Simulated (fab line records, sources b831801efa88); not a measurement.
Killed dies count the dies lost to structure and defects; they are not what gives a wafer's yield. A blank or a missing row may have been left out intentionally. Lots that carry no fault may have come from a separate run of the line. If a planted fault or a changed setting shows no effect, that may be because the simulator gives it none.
fab line records / flow sky130
[record] lots = 6 wafers = 18 last_day = 50
route steps=708 shown METAL3@555
lots untouched by any fault: they come from a run of this same line in which no faults occurred
start_h: hours from the record's first day to the start of the lot's first wafer shown / wait_h: hours since the lot's step before / " unchanged from the row above / L1.1+2: a single row standing in for several wafers / - either no value or no given start / * or withheld: withheld / < > ~ a bound
route shown NAME@n: NAME is a module with steps in the file, n the number in the route of the first one / usual: mean and standard deviation over wafers with no fault / same: alike in all rows / chamber/n: place in a boat / sites: readings site by site / _std_site: the values' standard deviation / _edge_site: inner sites' mean taken away from outer sites' mean / radius_mm: how far each site lies from the wafer's centre / mask NAME#n: copy n / behind: the tool/chamber that last shaped the wafer / hold: what put the lot on hold/how long, in hours/how the hold closed / device: whichever transistor did not switch (one of n, p or np) / end of line: the same wafers' tests at the end of the route / where a step has no rows: the recipe by itself / killed: at the first sort, the dies lost to defects and structure; wafer yield is something else / map: a wafer's dies, x killed, . not, _ none there
set.NAME: the setting that was run; set.NAME@STEP: the one run at that earlier step / model.NAME: the simulator's own value behind a step, which no gauge read
certain route steps with their lots: each step a table, each wafer a row
services: the hour from which a tool's chamber was out of use, counted from the record's first day as start_h (under 0 if before that day), plus the number of hours and why
[[steps]]
[step SKY_METAL3_DEHYDRATE_05]
[recipe] temp_c = 200 time_s = 60
[step SKY_METAL3_HMDS_06]
[recipe] prime_time_s = 60 prime_temp_c = 120
[step SKY_METAL3_COAT_07]
[recipe] resist = BARC temp_c = withheld time_s = withheld spin_rpm = 3000 resist_thk_nm = 60
[step SKY_METAL3_COAT_08]
[recipe] resist = KrF-thick spin_rpm = 3000 resist_thk_nm = 1140
[step SKY_METAL3_SOFTBAKE_09]
[recipe] temp_c = 100 time_s = 90 resist = KrF-thick
[step SKY_METAL3_EXPOSE_10]
[recipe] mask_id = MM3 na = 0.68 source_shape = annular sigma_inner = 0.4 sigma_outer = 0.8 target_cd_nm = 300 dose_mj = 28
[step SKY_METAL3_PEB_11]
[recipe] peb_temp_c = withheld peb_time_s = withheld resist = KrF-thick
[step SKY_METAL3_DEVELOP_12]
[recipe] develop_time_s = 60 resist = KrF-thick dev_temp_c = 21
[step SKY_METAL3_CD_MEAS_13]
[recipe] target_cd_nm = 300
[usual] cd_nm = 300.0/1.3
lot.wafer=L984.2 tool=cd_sem-02 chamber=- start_h=910.82 wait_h=- cd_nm=300.7
lot.wafer=L984.4 tool=cd_sem-02 chamber=- start_h=910.82 wait_h=- cd_nm=300.8
lot.wafer=L984.5 tool=cd_sem-02 chamber=- start_h=910.82 wait_h=- cd_nm=302.0
lot.wafer=L988.2 tool=cd_sem-01 chamber=- start_h=952.43 wait_h=- cd_nm=299.5
lot.wafer=L988.3 tool=cd_sem-01 chamber=- start_h=952.43 wait_h=- cd_nm=300.0
lot.wafer=L988.6 tool=cd_sem-01 chamber=- start_h=952.43 wait_h=- cd_nm=300.5
lot.wafer=L102.2 tool=cd_sem-01 chamber=- start_h=1035.17 wait_h=- cd_nm=298.4
lot.wafer=L102.3 tool=cd_sem-01 chamber=- start_h=1035.17 wait_h=- cd_nm=299.0
lot.wafer=L102.4 tool=cd_sem-01 chamber=- start_h=1035.17 wait_h=- cd_nm=298.5
lot.wafer=L103.2 tool=cd_sem-02 chamber=- start_h=1044.80 wait_h=- cd_nm=299.4
lot.wafer=L103.5 tool=cd_sem-02 chamber=- start_h=1044.80 wait_h=- cd_nm=299.3
lot.wafer=L103.6 tool=cd_sem-02 chamber=- start_h=1044.80 wait_h=- cd_nm=301.0
lot.wafer=L105.2 tool=cd_sem-01 chamber=- start_h=1048.90 wait_h=- cd_nm=298.5
lot.wafer=L105.4 tool=cd_sem-01 chamber=- start_h=1048.90 wait_h=- cd_nm=298.5
lot.wafer=L105.6 tool=cd_sem-01 chamber=- start_h=1048.90 wait_h=- cd_nm=298.9
lot.wafer=L106.1 tool=cd_sem-02 chamber=- start_h=1061.53 wait_h=- cd_nm=297.1
lot.wafer=L106.3 tool=cd_sem-02 chamber=- start_h=1061.53 wait_h=- cd_nm=297.1
lot.wafer=L106.4 tool=cd_sem-02 chamber=- start_h=1061.53 wait_h=- cd_nm=296.8
[step SKY_METAL3_OVL_MEAS_14]
[usual] METAL3_OVL = 2/5.5
lot.wafer=L984.2 tool=overlay-02 chamber=- start_h=910.92 wait_h=0.1 METAL3_OVL[nm]=7
lot.wafer=L984.4 tool=overlay-02 chamber=- start_h=910.92 wait_h=0.1 METAL3_OVL[nm]=5
lot.wafer=L984.5 tool=overlay-02 chamber=- start_h=910.92 wait_h=0.1 METAL3_OVL[nm]=2
lot.wafer=L988.2 tool=overlay-01 chamber=- start_h=952.54 wait_h=0.1 METAL3_OVL[nm]=4
lot.wafer=L988.3 tool=overlay-01 chamber=- start_h=952.54 wait_h=0.1 METAL3_OVL[nm]=4
lot.wafer=L988.6 tool=overlay-01 chamber=- start_h=952.54 wait_h=0.1 METAL3_OVL[nm]=6
lot.wafer=L102.2 tool=overlay-01 chamber=- start_h=1035.27 wait_h=0.1 METAL3_OVL[nm]=-3
lot.wafer=L102.3 tool=overlay-01 chamber=- start_h=1035.27 wait_h=0.1 METAL3_OVL[nm]=3
lot.wafer=L102.4 tool=overlay-01 chamber=- start_h=1035.27 wait_h=0.1 METAL3_OVL[nm]=-1
lot.wafer=L103.2 tool=overlay-01 chamber=- start_h=1044.91 wait_h=0.1 METAL3_OVL[nm]=6
lot.wafer=L103.5 tool=overlay-01 chamber=- start_h=1044.91 wait_h=0.1 METAL3_OVL[nm]=-1
lot.wafer=L103.6 tool=overlay-01 chamber=- start_h=1044.91 wait_h=0.1 METAL3_OVL[nm]=3
lot.wafer=L105.2 tool=overlay-02 chamber=- start_h=1049.01 wait_h=0.1 METAL3_OVL[nm]=6
lot.wafer=L105.4 tool=overlay-02 chamber=- start_h=1049.01 wait_h=0.1 METAL3_OVL[nm]=8
lot.wafer=L105.6 tool=overlay-02 chamber=- start_h=1049.01 wait_h=0.1 METAL3_OVL[nm]=6
lot.wafer=L106.1 tool=overlay-02 chamber=- start_h=1061.65 wait_h=0.1 METAL3_OVL[nm]=9
lot.wafer=L106.3 tool=overlay-02 chamber=- start_h=1061.65 wait_h=0.1 METAL3_OVL[nm]=7
lot.wafer=L106.4 tool=overlay-02 chamber=- start_h=1061.65 wait_h=0.1 METAL3_OVL[nm]=6
[step SKY_METAL3_DESCUM_15]
[recipe] chemistry = O2 source_power_w = 150 bias_power_w = 0 pressure_mtorr = 10 temp_c = 40 time_s = 8
[usual] drypump_motor_current_A = 6.0/0.44 oes_product_au = 1.000/0.0095
[same] time_s = 8
lot.wafer=L984.2 tool=rie_metal-01 chamber=0 start_h=910.95 wait_h=0.0 drypump_motor_current_A=5.9 oes_product_au=0.992 rf_hours_counter_h=7
lot.wafer=L984.4 tool=rie_metal-01 chamber=0 start_h=910.95 wait_h=0.0 drypump_motor_current_A=5.9 oes_product_au=0.995 rf_hours_counter_h=-
lot.wafer=L984.5 tool=rie_metal-01 chamber=0 start_h=910.95 wait_h=0.0 drypump_motor_current_A=5.8 oes_product_au=0.986 rf_hours_counter_h=-
lot.wafer=L988.2 tool=rie_metal-04 chamber=1 start_h=952.57 wait_h=0.0 drypump_motor_current_A=6.5 oes_product_au=1.002 rf_hours_counter_h=3
lot.wafer=L988.3 tool=rie_metal-04 chamber=1 start_h=952.57 wait_h=0.0 drypump_motor_current_A=6.5 oes_product_au=0.988 rf_hours_counter_h=-
lot.wafer=L988.6 tool=rie_metal-04 chamber=1 start_h=952.57 wait_h=0.0 drypump_motor_current_A=6.5 oes_product_au=1.017 rf_hours_counter_h=-
lot.wafer=L102.2 tool=rie_metal-02 chamber=1 start_h=1035.30 wait_h=0.0 drypump_motor_current_A=6.1 oes_product_au=1.010 rf_hours_counter_h=4
lot.wafer=L102.3 tool=rie_metal-02 chamber=1 start_h=1035.30 wait_h=0.0 drypump_motor_current_A=6.1 oes_product_au=1.006 rf_hours_counter_h=-
lot.wafer=L102.4 tool=rie_metal-02 chamber=0 start_h=1035.30 wait_h=0.0 drypump_motor_current_A=6.4 oes_product_au=1.010 rf_hours_counter_h=-
lot.wafer=L103.2 tool=rie_metal-02 chamber=1 start_h=1044.94 wait_h=0.0 drypump_motor_current_A=6.1 oes_product_au=0.999 rf_hours_counter_h=5
lot.wafer=L103.5 tool=rie_metal-02 chamber=0 start_h=1044.94 wait_h=0.0 drypump_motor_current_A=6.3 oes_product_au=1.006 rf_hours_counter_h=-
lot.wafer=L103.6 tool=rie_metal-02 chamber=1 start_h=1044.94 wait_h=0.0 drypump_motor_current_A=6.1 oes_product_au=1.000 rf_hours_counter_h=-
lot.wafer=L105.2 tool=rie_metal-01 chamber=0 start_h=1049.05 wait_h=0.0 drypump_motor_current_A=5.9 oes_product_au=0.998 rf_hours_counter_h=-
lot.wafer=L105.4 tool=rie_metal-01 chamber=0 start_h=1049.05 wait_h=0.0 drypump_motor_current_A=5.9 oes_product_au=0.986 rf_hours_counter_h=-
lot.wafer=L105.6 tool=rie_metal-01 chamber=0 start_h=1049.05 wait_h=0.0 drypump_motor_current_A=5.9 oes_product_au=0.981 rf_hours_counter_h=-
lot.wafer=L106.1 tool=rie_metal-04 chamber=1 start_h=1061.69 wait_h=0.0 drypump_motor_current_A=6.5 oes_product_au=0.988 rf_hours_counter_h=9
lot.wafer=L106.3 tool=rie_metal-04 chamber=1 start_h=1061.69 wait_h=0.0 drypump_motor_current_A=6.5 oes_product_au=0.990 rf_hours_counter_h=-
lot.wafer=L106.4 tool=rie_metal-04 chamber=0 start_h=1061.69 wait_h=0.0 drypump_motor_current_A=5.9 oes_product_au=1.004 rf_hours_counter_h=-
[step SKY_METAL3_ETCH_16]
[recipe] chemistry = N2/H2 target = BARC ion_energy_ev = 200 bias_w = 100 pressure_mtorr = 30 n2_flow_sccm = 100 h2_flow_sccm = 200 icp_w = 500 stop_on = SiO2 time_s = 88.2 target_depth_a = 600
[usual] bias_w = 100.0/0.32 chamber_pressure_mTorr = 30.003/0.026 drypump_motor_current_A = 6.0/0.44 oes_product_au = 0.626/0.0048 throttle_valve_pct = 13.204/0.0098
[same] time_s = 88.2
lot.wafer=L984.2 tool=rie_metal-01 chamber=0 start_h=910.99 wait_h=0.0 bias_w=100.3 chamber_pressure_mTorr=30.039 drypump_motor_current_A=5.9 oes_product_au=0.638 rf_hours_counter_h=8 throttle_valve_pct=13.221
lot.wafer=L984.4 tool=rie_metal-01 chamber=0 start_h=910.99 wait_h=0.0 bias_w=99.9 chamber_pressure_mTorr=29.991 drypump_motor_current_A=5.9 oes_product_au=0.614 rf_hours_counter_h=- throttle_valve_pct=13.180
lot.wafer=L984.5 tool=rie_metal-01 chamber=0 start_h=910.99 wait_h=0.0 bias_w=100.5 chamber_pressure_mTorr=30.011 drypump_motor_current_A=5.9 oes_product_au=0.628 rf_hours_counter_h=- throttle_valve_pct=13.210
lot.wafer=L988.2 tool=rie_metal-04 chamber=1 start_h=952.60 wait_h=0.0 bias_w=100.1 chamber_pressure_mTorr=30.036 drypump_motor_current_A=6.6 oes_product_au=0.622 rf_hours_counter_h=3 throttle_valve_pct=13.203
lot.wafer=L988.3 tool=rie_metal-04 chamber=1 start_h=952.60 wait_h=0.0 bias_w=99.9 chamber_pressure_mTorr=30.007 drypump_motor_current_A=6.5 oes_product_au=0.628 rf_hours_counter_h=- throttle_valve_pct=13.208
lot.wafer=L988.6 tool=rie_metal-04 chamber=1 start_h=952.60 wait_h=0.0 bias_w=99.7 chamber_pressure_mTorr=29.984 drypump_motor_current_A=6.6 oes_product_au=0.631 rf_hours_counter_h=- throttle_valve_pct=13.210
lot.wafer=L102.2 tool=rie_metal-02 chamber=1 start_h=1035.34 wait_h=0.0 bias_w=100.3 chamber_pressure_mTorr=30.007 drypump_motor_current_A=6.1 oes_product_au=0.618 rf_hours_counter_h=4 throttle_valve_pct=13.202
lot.wafer=L102.3 tool=rie_metal-02 chamber=1 start_h=1035.34 wait_h=0.0 bias_w=100.1 chamber_pressure_mTorr=30.001 drypump_motor_current_A=6.2 oes_product_au=0.632 rf_hours_counter_h=- throttle_valve_pct=13.207
lot.wafer=L102.4 tool=rie_metal-02 chamber=0 start_h=1035.34 wait_h=0.0 bias_w=100.4 chamber_pressure_mTorr=29.981 drypump_motor_current_A=6.4 oes_product_au=0.633 rf_hours_counter_h=- throttle_valve_pct=13.193
lot.wafer=L103.2 tool=rie_metal-02 chamber=1 start_h=1044.97 wait_h=0.0 bias_w=99.9 chamber_pressure_mTorr=30.013 drypump_motor_current_A=6.1 oes_product_au=0.630 rf_hours_counter_h=5 throttle_valve_pct=13.212
lot.wafer=L103.5 tool=rie_metal-02 chamber=0 start_h=1044.97 wait_h=0.0 bias_w=99.8 chamber_pressure_mTorr=29.994 drypump_motor_current_A=6.3 oes_product_au=0.626 rf_hours_counter_h=- throttle_valve_pct=13.208
lot.wafer=L103.6 tool=rie_metal-02 chamber=1 start_h=1044.97 wait_h=0.0 bias_w=99.8 chamber_pressure_mTorr=30.002 drypump_motor_current_A=6.1 oes_product_au=0.621 rf_hours_counter_h=- throttle_valve_pct=13.192
lot.wafer=L105.2 tool=rie_metal-01 chamber=0 start_h=1049.13 wait_h=0.1 bias_w=99.8 chamber_pressure_mTorr=30.002 drypump_motor_current_A=5.9 oes_product_au=0.627 rf_hours_counter_h=- throttle_valve_pct=13.179
lot.wafer=L105.4 tool=rie_metal-01 chamber=0 start_h=1049.13 wait_h=0.1 bias_w=99.8 chamber_pressure_mTorr=30.005 drypump_motor_current_A=5.9 oes_product_au=0.631 rf_hours_counter_h=- throttle_valve_pct=13.201
lot.wafer=L105.6 tool=rie_metal-01 chamber=0 start_h=1049.13 wait_h=0.1 bias_w=99.3 chamber_pressure_mTorr=29.992 drypump_motor_current_A=5.9 oes_product_au=0.630 rf_hours_counter_h=- throttle_valve_pct=13.201
lot.wafer=L106.1 tool=rie_metal-04 chamber=1 start_h=1061.72 wait_h=0.0 bias_w=100.0 chamber_pressure_mTorr=30.036 drypump_motor_current_A=6.5 oes_product_au=0.625 rf_hours_counter_h=9 throttle_valve_pct=13.211
lot.wafer=L106.3 tool=rie_metal-04 chamber=1 start_h=1061.72 wait_h=0.0 bias_w=100.3 chamber_pressure_mTorr=30.018 drypump_motor_current_A=6.5 oes_product_au=0.619 rf_hours_counter_h=- throttle_valve_pct=13.201
lot.wafer=L106.4 tool=rie_metal-04 chamber=0 start_h=1061.72 wait_h=0.0 bias_w=99.7 chamber_pressure_mTorr=30.039 drypump_motor_current_A=5.8 oes_product_au=0.621 rf_hours_counter_h=- throttle_valve_pct=13.214
[step SKY_METAL3_ETCH_17]
[recipe] target = SiO2 stop_on = TiN chemistry = C4F8/O2/Ar source_w = 1500 bias_w = 1200 pressure_mtorr = 40 c4f8_flow_sccm = withheld O2_flow_sccm = 6 Ar_flow_sccm = 300 time_s = 3.9 target_depth_a = 150
[usual] bias_w = 1200/3.5 chamber_pressure_mTorr = 40.00/0.035 oes_product_au = 0.757/0.0072 time_s = 3.9/0
lot.wafer=L984.2 tool=rie_diel-04 chamber=1 start_h=911.08 wait_h=0.1 bias_w=1197 chamber_pressure_mTorr=40.09 oes_product_au=0.762 rf_hours_counter_h=13 time_s=3.9
lot.wafer=L984.4 tool=rie_diel-04 chamber=0 start_h=911.08 wait_h=0.1 bias_w=1193 chamber_pressure_mTorr=40.03 oes_product_au=0.748 rf_hours_counter_h=11 time_s=3.9
lot.wafer=L984.5 tool=rie_diel-04 chamber=0 start_h=911.08 wait_h=0.1 bias_w=1202 chamber_pressure_mTorr=40.00 oes_product_au=0.744 rf_hours_counter_h=- time_s=3.9
lot.wafer=L988.2 tool=rie_diel-04 chamber=2 start_h=952.70 wait_h=0.1 bias_w=1198 chamber_pressure_mTorr=39.98 oes_product_au=0.754 rf_hours_counter_h=19 time_s=3.9
lot.wafer=L988.3 tool=rie_diel-04 chamber=0 start_h=952.70 wait_h=0.1 bias_w=1200 chamber_pressure_mTorr=39.99 oes_product_au=0.767 rf_hours_counter_h=12 time_s=3.9
lot.wafer=L988.6 tool=rie_diel-04 chamber=3 start_h=952.70 wait_h=0.1 bias_w=1193 chamber_pressure_mTorr=39.96 oes_product_au=0.755 rf_hours_counter_h=- time_s=3.9
lot.wafer=L102.2 tool=rie_diel-04 chamber=3 start_h=1035.44 wait_h=0.1 bias_w=- chamber_pressure_mTorr=- oes_product_au=- rf_hours_counter_h=- time_s=-
lot.wafer=L102.3 tool=rie_diel-04 chamber=2 start_h=1035.44 wait_h=0.1 bias_w=- chamber_pressure_mTorr=- oes_product_au=- rf_hours_counter_h=- time_s=-
lot.wafer=L102.4 tool=rie_diel-04 chamber=0 start_h=1035.44 wait_h=0.1 bias_w=- chamber_pressure_mTorr=- oes_product_au=- rf_hours_counter_h=- time_s=-
lot.wafer=L103.2 tool=rie_diel-03 chamber=2 start_h=1045.07 wait_h=0.1 bias_w=- chamber_pressure_mTorr=- oes_product_au=- rf_hours_counter_h=- time_s=-
lot.wafer=L103.5 tool=rie_diel-03 chamber=2 start_h=1045.07 wait_h=0.1 bias_w=- chamber_pressure_mTorr=- oes_product_au=- rf_hours_counter_h=- time_s=-
lot.wafer=L103.6 tool=rie_diel-03 chamber=3 start_h=1045.07 wait_h=0.1 bias_w=- chamber_pressure_mTorr=- oes_product_au=- rf_hours_counter_h=- time_s=-
lot.wafer=L105.2 tool=rie_diel-01 chamber=2 start_h=1049.30 wait_h=0.1 bias_w=1200 chamber_pressure_mTorr=39.95 oes_product_au=0.756 rf_hours_counter_h=6 time_s=3.9
lot.wafer=L105.4 tool=rie_diel-01 chamber=1 start_h=1049.30 wait_h=0.1 bias_w=1201 chamber_pressure_mTorr=40.00 oes_product_au=0.753 rf_hours_counter_h=8 time_s=3.9
lot.wafer=L105.6 tool=rie_diel-01 chamber=2 start_h=1049.30 wait_h=0.1 bias_w=1208 chamber_pressure_mTorr=40.07 oes_product_au=0.763 rf_hours_counter_h=- time_s=3.9
lot.wafer=L106.1 tool=rie_diel-01 chamber=2 start_h=1061.82 wait_h=0.1 bias_w=1201 chamber_pressure_mTorr=40.04 oes_product_au=0.755 rf_hours_counter_h=7 time_s=3.9
lot.wafer=L106.3 tool=rie_diel-01 chamber=3 start_h=1061.82 wait_h=0.1 bias_w=1199 chamber_pressure_mTorr=39.99 oes_product_au=0.746 rf_hours_counter_h=13 time_s=3.9
lot.wafer=L106.4 tool=rie_diel-01 chamber=1 start_h=1061.82 wait_h=0.1 bias_w=1197 chamber_pressure_mTorr=40.03 oes_product_au=0.756 rf_hours_counter_h=8 time_s=3.9
[step SKY_METAL3_METAL_ETCH_18]
[recipe] target_depth_a = 8450 stop_on = SiO2 over_etch_frac = 0.3 time_s = 183.1 chemistry = Cl2/BCl3 resist_sidewall_deg = 88 pressure_mtorr = 10 icp_w = 870.7 bias_w = 48.5 Cl2_flow_sccm = 60 bcl3_flow_sccm = 30
[usual] bcl3_flow_sccm = 30.01/0.08 bias_w = 48.51/0.15 drypump_motor_current_A = 6.0/0.42 oes_product_au = 0.854/0.0057 throttle_valve_pct = 22.265/0.009
[same] time_s = 183.1
lot.wafer=L984.2 tool=rie_metal-04 chamber=0 start_h=911.10 wait_h=0.0 bcl3_flow_sccm=30.03 bias_w=48.70 drypump_motor_current_A=5.9 oes_product_au=0.860 rf_hours_counter_h=19 throttle_valve_pct=22.261
lot.wafer=L984.4 tool=rie_metal-04 chamber=1 start_h=911.10 wait_h=0.0 bcl3_flow_sccm=29.89 bias_w=48.52 drypump_motor_current_A=6.5 oes_product_au=0.855 rf_hours_counter_h=- throttle_valve_pct=22.256
lot.wafer=L984.5 tool=rie_metal-04 chamber=0 start_h=911.10 wait_h=0.0 bcl3_flow_sccm=29.91 bias_w=48.65 drypump_motor_current_A=5.8 oes_product_au=0.857 rf_hours_counter_h=- throttle_valve_pct=22.267
lot.wafer=L988.2 tool=rie_metal-02 chamber=0 start_h=952.72 wait_h=0.0 bcl3_flow_sccm=30.01 bias_w=48.74 drypump_motor_current_A=6.3 oes_product_au=0.854 rf_hours_counter_h=13 throttle_valve_pct=22.271
lot.wafer=L988.3 tool=rie_metal-02 chamber=1 start_h=952.72 wait_h=0.0 bcl3_flow_sccm=29.94 bias_w=48.38 drypump_motor_current_A=6.1 oes_product_au=0.863 rf_hours_counter_h=- throttle_valve_pct=22.273
lot.wafer=L988.6 tool=rie_metal-02 chamber=1 start_h=952.72 wait_h=0.0 bcl3_flow_sccm=29.98 bias_w=48.54 drypump_motor_current_A=6.1 oes_product_au=0.860 rf_hours_counter_h=- throttle_valve_pct=22.286
lot.wafer=L102.2 tool=rie_metal-01 chamber=1 start_h=1035.45 wait_h=0.0 bcl3_flow_sccm=30.10 bias_w=48.29 drypump_motor_current_A=5.2 oes_product_au=0.854 rf_hours_counter_h=11 throttle_valve_pct=22.263
lot.wafer=L102.3 tool=rie_metal-01 chamber=1 start_h=1035.45 wait_h=0.0 bcl3_flow_sccm=30.05 bias_w=48.58 drypump_motor_current_A=5.2 oes_product_au=0.856 rf_hours_counter_h=- throttle_valve_pct=22.247
lot.wafer=L102.4 tool=rie_metal-01 chamber=0 start_h=1035.45 wait_h=0.0 bcl3_flow_sccm=29.99 bias_w=48.29 drypump_motor_current_A=5.8 oes_product_au=0.856 rf_hours_counter_h=- throttle_valve_pct=22.267
lot.wafer=L103.2 tool=rie_metal-04 chamber=0 start_h=1045.09 wait_h=0.0 bcl3_flow_sccm=29.97 bias_w=48.47 drypump_motor_current_A=5.9 oes_product_au=0.867 rf_hours_counter_h=6 throttle_valve_pct=22.257
lot.wafer=L103.5 tool=rie_metal-04 chamber=0 start_h=1045.09 wait_h=0.0 bcl3_flow_sccm=29.85 bias_w=48.54 drypump_motor_current_A=5.9 oes_product_au=0.857 rf_hours_counter_h=- throttle_valve_pct=22.276
lot.wafer=L103.6 tool=rie_metal-04 chamber=1 start_h=1045.09 wait_h=0.0 bcl3_flow_sccm=30.00 bias_w=48.56 drypump_motor_current_A=6.5 oes_product_au=0.849 rf_hours_counter_h=- throttle_valve_pct=22.270
lot.wafer=L105.2 tool=rie_metal-02 chamber=0 start_h=1049.32 wait_h=0.0 bcl3_flow_sccm=30.07 bias_w=48.65 drypump_motor_current_A=6.3 oes_product_au=0.861 rf_hours_counter_h=19 throttle_valve_pct=22.285
lot.wafer=L105.4 tool=rie_metal-02 chamber=1 start_h=1049.32 wait_h=0.0 bcl3_flow_sccm=30.03 bias_w=48.69 drypump_motor_current_A=6.1 oes_product_au=0.859 rf_hours_counter_h=- throttle_valve_pct=22.260
lot.wafer=L105.6 tool=rie_metal-02 chamber=0 start_h=1049.32 wait_h=0.0 bcl3_flow_sccm=30.01 bias_w=48.40 drypump_motor_current_A=6.4 oes_product_au=0.861 rf_hours_counter_h=- throttle_valve_pct=22.273
lot.wafer=L106.1 tool=rie_metal-02 chamber=0 start_h=1061.84 wait_h=0.0 bcl3_flow_sccm=30.03 bias_w=48.40 drypump_motor_current_A=6.4 oes_product_au=0.846 rf_hours_counter_h=19 throttle_valve_pct=22.273
lot.wafer=L106.3 tool=rie_metal-02 chamber=1 start_h=1061.84 wait_h=0.0 bcl3_flow_sccm=30.05 bias_w=48.76 drypump_motor_current_A=6.1 oes_product_au=0.851 rf_hours_counter_h=- throttle_valve_pct=22.264
lot.wafer=L106.4 tool=rie_metal-02 chamber=0 start_h=1061.84 wait_h=0.0 bcl3_flow_sccm=29.91 bias_w=48.39 drypump_motor_current_A=6.4 oes_product_au=0.848 rf_hours_counter_h=- throttle_valve_pct=22.272
[[services]]
tool=rie_diel-04 chamber=3 start_h=892.76 hours=15.7 kind=repair
tool=rie_diel-03 chamber=1 start_h=893.40 hours=3.9 kind=repair
tool=rie_metal-04 chamber=1 start_h=896.09 hours=- kind=clean
tool=rie_metal-04 chamber=1 start_h=896.09 hours=13.6 kind=scheduled_down
tool=rie_metal-04 chamber=1 start_h=896.09 hours=13.6 kind=vent_cycle
tool=rie_metal-04 chamber=0 start_h=915.87 hours=- kind=clean
tool=rie_metal-04 chamber=0 start_h=915.87 hours=26.6 kind=scheduled_down
tool=rie_metal-04 chamber=0 start_h=915.87 hours=26.6 kind=vent_cycle
tool=rie_metal-02 chamber=1 start_h=932.29 hours=- kind=clean
tool=rie_metal-02 chamber=1 start_h=932.29 hours=19.4 kind=scheduled_down
tool=rie_metal-02 chamber=1 start_h=932.29 hours=19.4 kind=vent_cycle
tool=rie_metal-02 chamber=- start_h=948.00 hours=1.4 kind=pm
tool=rie_diel-03 chamber=0 start_h=968.14 hours=4.5 kind=repair
tool=rie_diel-03 chamber=2 start_h=971.56 hours=6.0 kind=repair
tool=rie_diel-01 chamber=- start_h=974.72 hours=14.6 kind=pm
tool=rie_diel-03 chamber=- start_h=992.80 hours=14.6 kind=pm
tool=rie_diel-04 chamber=2 start_h=994.08 hours=6.2 kind=repair
tool=rie_diel-01 chamber=3 start_h=1006.96 hours=6.3 kind=repair
tool=rie_diel-01 chamber=0 start_h=1020.68 hours=- kind=clean
tool=rie_diel-01 chamber=0 start_h=1020.68 hours=18.5 kind=scheduled_down
tool=rie_diel-01 chamber=0 start_h=1020.68 hours=18.5 kind=vent_cycle
tool=rie_metal-01 chamber=1 start_h=1047.91 hours=1.8 kind=repair
[[key]]
[first_sign] step = SKY_METAL3_ETCH_17 reading = tool_record direction = missing
effect none on later readings
met_at SKY_METAL3_ETCH_17
struck_wafers L102.2,L102.3,L102.4,L103.2,L103.5,L103.6
later_rows_left_out L102.2,L102.3,L102.4,L103.2,L103.5,L103.6
sort_left_out L102.2,L102.3,L102.4,L103.2,L103.5,L103.6
onset_between 952.70 1035.44
[fault] kind = skipped_step_whole tool = rie_diel-03,rie_diel-04 chamber = - onset_h = 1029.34 steps = SKY_METAL3_ETCH_17 scope = struck_lots_only
// sort_left_out: the simulated sort isn't trusted on such a fault, so these wafers' sort isn't shown, and their yield isn't known
// later_rows_left_out: the simulator's readings of these wafers behind a module that went badly wrong aren't trusted and aren't shown, but for the sort
